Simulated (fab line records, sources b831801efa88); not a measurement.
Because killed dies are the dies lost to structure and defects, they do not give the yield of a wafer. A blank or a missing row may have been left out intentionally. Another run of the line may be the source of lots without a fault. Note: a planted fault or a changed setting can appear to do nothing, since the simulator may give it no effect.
Chamber matching / flow sky130 / SKY_VIA4_CMP_02 on cmp-01 has 4 sister chambers
The step polishes SiO2. 4 wafers are shown with their chamber, then 9 later ones without.

EACH WAFER AND ITS CHAMBER
wafer=L574.3; chamber=0; motor_current_A (A)=11.5
wafer=L580.3; chamber=3; motor_current_A (A)=10.2
wafer=L588.2; chamber=2; motor_current_A (A)=13.9
wafer=L588.5; chamber=1; motor_current_A (A)=11.3

WAFERS WHOSE CHAMBER IS MISSING
wafer=L590.1; motor_current_A (A)=12.1
wafer=L590.4; motor_current_A (A)=14.5
wafer=L590.5; motor_current_A (A)=11.9
wafer=L592.1; motor_current_A (A)=10.9
wafer=L592.3; motor_current_A (A)=12.5
wafer=L592.6; motor_current_A (A)=14.1
wafer=L594.4; motor_current_A (A)=10.5
wafer=L594.5; motor_current_A (A)=10.7
wafer=L594.6; motor_current_A (A)=12.0

CHAMBER TAKEN BY EACH
wafer=L590.1; from the rows above=can't be placed: 0 or 1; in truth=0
wafer=L590.4; from the rows above=2; in truth=2
wafer=L590.5; from the rows above=can't be placed: 0 or 1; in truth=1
wafer=L592.1; from the rows above=can't be placed: 1 or 0 or 3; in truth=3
wafer=L592.3; from the rows above=can't be placed: 0 or 1 or 2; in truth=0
wafer=L592.6; from the rows above=2; in truth=2
wafer=L594.4; from the rows above=can't be placed: 3 or 1 or 0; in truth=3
wafer=L594.5; from the rows above=can't be placed: 3 or 1 or 0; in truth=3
wafer=L594.6; from the rows above=can't be placed: 0 or 1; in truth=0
Placed correctly: 2 of 9. From these rows, 7 cannot be placed; in 7 the true chamber is one of the candidates. Number placed wrongly: 0.
How it was worked out, from the rows above alone: a wafer's distance from a chamber is the root of the sum, over the readings, of the square of ((its reading less the chamber's mean) divided by the reading's scatter). If the next closest chamber is less than 2 further off than the closest, the wafer can't be placed; otherwise it belongs to the closest. Each chamber's mean is taken over the wafers shown for it. The scatter: root of mean squared gap, hidden wafer to nearest shown wafer, with one shown wafer a chamber.
